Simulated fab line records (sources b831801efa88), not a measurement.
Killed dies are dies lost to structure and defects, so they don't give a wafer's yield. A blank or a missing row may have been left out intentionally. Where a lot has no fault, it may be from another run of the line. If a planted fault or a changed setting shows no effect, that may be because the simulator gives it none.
Chamber matching / flow sky130 / cmp-02 running SKY_VIA2_CMP_24: 4 sister chambers
The step polishes, stops on SiO2, t overpolish 20 s, target thk 0 nm. 14 wafers are shown with their chamber, then 7 later ones without.

EACH WAFER AND ITS CHAMBER
wafer=L961.2; chamber=2; motorCurrentA (A)=13.5; timeToEndpointS (s)=97; slurryFilterDpKPa (kPa)=13.61
wafer=L961.3; chamber=3; motorCurrentA (A)=9.6; timeToEndpointS (s)=89; slurryFilterDpKPa (kPa)=13.55
wafer=L961.5; chamber=2; motorCurrentA (A)=12.4; timeToEndpointS (s)=95; slurryFilterDpKPa (kPa)=13.39
wafer=L962.1; chamber=2; motorCurrentA (A)=12.4; timeToEndpointS (s)=95; slurryFilterDpKPa (kPa)=13.38
wafer=L962.3; chamber=0; motorCurrentA (A)=9.9; timeToEndpointS (s)=100; slurryFilterDpKPa (kPa)=13.55
wafer=L962.5; chamber=2; motorCurrentA (A)=13.6; timeToEndpointS (s)=93; slurryFilterDpKPa (kPa)=13.31
wafer=L966.1; chamber=3; motorCurrentA (A)=9.2; timeToEndpointS (s)=94; slurryFilterDpKPa (kPa)=13.32
wafer=L966.2; chamber=2; motorCurrentA (A)=13.3; timeToEndpointS (s)=98; slurryFilterDpKPa (kPa)=13.39
wafer=L966.5; chamber=3; motorCurrentA (A)=9.0; timeToEndpointS (s)=97; slurryFilterDpKPa (kPa)=13.65
wafer=L972.1; chamber=3; motorCurrentA (A)=9.7; timeToEndpointS (s)=86; slurryFilterDpKPa (kPa)=13.68
wafer=L972.2; chamber=2; motorCurrentA (A)=12.9; timeToEndpointS (s)=92; slurryFilterDpKPa (kPa)=13.30
wafer=L972.3; chamber=0; motorCurrentA (A)=9.6; timeToEndpointS (s)=97; slurryFilterDpKPa (kPa)=13.51
wafer=L977.1; chamber=1; motorCurrentA (A)=12.1; timeToEndpointS (s)=99; slurryFilterDpKPa (kPa)=13.68
wafer=L977.3; chamber=3; motorCurrentA (A)=10.0; timeToEndpointS (s)=88; slurryFilterDpKPa (kPa)=13.20

SIGNATURES, as means of the wafers listed above
reading=motorCurrentA; chamber 0=9.750; chamber 1=12.100; chamber 2=13.017; chamber 3=9.500; scatter within a chamber=0.46
reading=timeToEndpointS; chamber 0=98.50; chamber 1=99.00; chamber 2=95.00; chamber 3=90.80; scatter within a chamber=3.37
reading=slurryFilterDpKPa; chamber 0=13.5300; chamber 1=13.6800; chamber 2=13.3967; chamber 3=13.4800; scatter within a chamber=0.155
Rule: a wafer lies at a distance from a chamber equal to the root of the sum of squares, over the readings, of (its reading less the chamber's mean, divided by the reading's scatter). If the next closest chamber is less than 2 further off than the closest, the wafer can't be placed; otherwise it belongs to the closest. The scatter: the root of (the sum of the squares of (reading less its chamber's mean) over the shown wafers, divided by (wafers less chambers)).

WAFERS WITHOUT THEIR CHAMBER
wafer=L977.6; motorCurrentA (A)=9.8; timeToEndpointS (s)=95; slurryFilterDpKPa (kPa)=13.35
wafer=L978.2; motorCurrentA (A)=9.8; timeToEndpointS (s)=97; slurryFilterDpKPa (kPa)=13.57
wafer=L978.3; motorCurrentA (A)=12.8; timeToEndpointS (s)=96; slurryFilterDpKPa (kPa)=13.71
wafer=L978.6; motorCurrentA (A)=9.0; timeToEndpointS (s)=88; slurryFilterDpKPa (kPa)=13.62
wafer=L980.1; motorCurrentA (A)=9.6; timeToEndpointS (s)=95; slurryFilterDpKPa (kPa)=13.35
wafer=L980.2; motorCurrentA (A)=11.6; timeToEndpointS (s)=106; slurryFilterDpKPa (kPa)=13.81
wafer=L980.5; motorCurrentA (A)=13.1; timeToEndpointS (s)=98; slurryFilterDpKPa (kPa)=13.68

WHICH CHAMBER EACH WENT THROUGH
wafer=L977.6; from the rows above=can't be placed: 0 or 3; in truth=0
wafer=L978.2; from the rows above=can't be placed: 0 or 3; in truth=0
wafer=L978.3; from the rows above=can't be placed: 1 or 2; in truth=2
wafer=L978.6; from the rows above=can't be placed: 3 or 0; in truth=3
wafer=L980.1; from the rows above=can't be placed: 3 or 0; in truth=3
wafer=L980.2; from the rows above=1; in truth=1
wafer=L980.5; from the rows above=can't be placed: 2 or 1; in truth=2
Correct placement for 1 of the 7. Cannot be placed on the basis of these rows: 6; the candidates contain the true chamber in 6. 0 placed wrongly.
